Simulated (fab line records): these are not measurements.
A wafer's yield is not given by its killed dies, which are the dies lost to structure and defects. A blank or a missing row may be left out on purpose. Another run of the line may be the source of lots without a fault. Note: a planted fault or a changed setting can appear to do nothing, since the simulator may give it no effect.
Comparing a struck lot with a sound one | flow sfq-line | 17 steps out of a route of 325
Sound: the wafers L638.2, L638.4, L638.6. Struck: wafers L632.1, L632.2, L632.3. At the end, the cause is stated.
For every step that has rows: the tool of each side, followed by ch and its chambers, followed by its first start. Under that, the readings that differ: sound wafers | struck wafers | difference of the means | sigmas: that difference in standard deviations of wafers without a fault.
alike: readings whose means differ by less than 2 such deviations, and words and numbers that are the same on both sides. not compared: withheld readings, readings that some wafer has no value for, bounds like >300 that may hide the same value, and numbers for which the record gives no deviation and whose values overlap.
Wherever a step has rows on one side only, a row that says differs or no value, or a row with sigmas, the two part there. Non-overlapping numbers with no deviation appear without sigmas and do not part them. Lack of a reading on every wafer of one side parts them only where that side has two or more wafers.

SFQ_M1_OVL_MEAS_911:
  struck on overlay-01, day 22 11:17; sound on overlay-01, day 24 18:50
  alike: M1_OVL
SFQ_TRILAYER_M1_BARC_OPEN_METAL_ETCH_054: etches BARC in O2, target depth 125 nm, time 41.7 s.
  sound on rie-metal-04 ch 1, day 24 18:53; struck on rie-metal-01 ch 0,1, day 22 11:19
  alike: drypump-motor-current-A, oes-product-au, rf-fwd-power-W
  not compared: rf-hours-counter-h
SFQ_TRILAYER_M1_ETCH_METAL_ETCH_042: etches Nb in Cl2/Ar, stops on SiO2, target depth 240 nm, time 120 s.
  sound on rie-metal-04 ch 1, day 24 19:02; struck on rie-metal-01 ch 0,1, day 22 11:23
  alike: drypump-motor-current-A, oes-product-au, rf-fwd-power-W
  not compared: rf-hours-counter-h
SFQ_TRILAYER_M1_STRIP_STRIP_043: strips in O2.
  sound on rie-metal-04 ch 1, day 24 19:26; struck on rie-metal-01 ch 0,1, day 22 11:31
  alike: drypump-motor-current-A, oes-product-au
  not compared: rf-hours-counter-h
then, 3 steps without rows for these wafers: SFQ_TRILAYER_M1_STRIP_SOLV_CLEAN_044 (cleans in NMP, time 600 s); SFQ_TRILAYER_I1_DEP_PECVD_045 (deposits SiO2 from SiH4/N2O, time 111.11 s, target thk 500 nm); SFQ_TRILAYER_I1_CMP_CMP_046 (polishes SiO2).
SFQ_I1_BOW_MEAS_912:
  struck on film-metro-02, day 22 15:22; sound on film-metro-02, day 24 23:43
  alike: I1_BOW
SFQ_TRILAYER_I1_METRO_MEASURE_047:
  struck on film-metro-02, day 22 15:29; sound on film-metro-02, day 25 00:01
  alike: thk-nm
then, 3 steps without rows for these wafers: SFQ_TRILAYER_I1_VIA_LITHO_COAT_054 (resist thk 62 nm); SFQ_TRILAYER_I1_VIA_LITHO_COAT_049 (resist thk 650 nm); SFQ_TRILAYER_I1_VIA_LITHO_SOFTBAKE_053.
-- the record jumps here: 6 days lie between the struck wafers' starts before and after --
SFQ_TRILAYER_I1_VIA_LITHO_EXPOSE_050: exposes mask I1, target cd 500 nm.
  sound on krf-scanner-01 ch 0, day 31 11:23; struck on krf-scanner-02 ch 0, day 29 02:07
  reading                    | sound             | struck            | difference | sigmas
  model.I1.overlay-x-nm (nm) | 3.625 3.625 3.625 | 65.26 65.26 65.26 | +61.64     |
  alike: mask, exposure-dose-mJ-cm2
then, 2 steps without rows for these wafers: SFQ_TRILAYER_I1_VIA_LITHO_PEB_052 (peb time 60 s); SFQ_TRILAYER_I1_VIA_LITHO_DEVELOP_051 (time 60 s).
SFQ_I1_OVL_MEAS_913:
  struck on overlay-02, day 29 03:37; sound on overlay-02, day 31 12:41
  reading     | sound | struck   | difference | sigmas
  I1_OVL (nm) | 5 2 0 | 68 62 67 | +63        | +12
SFQ_TRILAYER_I1_VIA_BARC_OPEN_VIA_ETCH_071: etches BARC in O2, target depth 125 nm, time 41.7 s.
  sound on rie-diel-04 ch 1,2, day 31 12:43; struck on rie-diel-04 ch 0,1,2, day 29 03:38
  alike: drypump-motor-current-A, oes-product-au, rf-fwd-power-W
  not compared: rf-hours-counter-h

WHERE THEY PART
SFQ_I1_OVL_MEAS_913 only, going by this record. Later steps at which nothing parts them and some readings are alike: SFQ_TRILAYER_I1_VIA_BARC_OPEN_VIA_ETCH_071.

WHY: the cause the simulator had injected
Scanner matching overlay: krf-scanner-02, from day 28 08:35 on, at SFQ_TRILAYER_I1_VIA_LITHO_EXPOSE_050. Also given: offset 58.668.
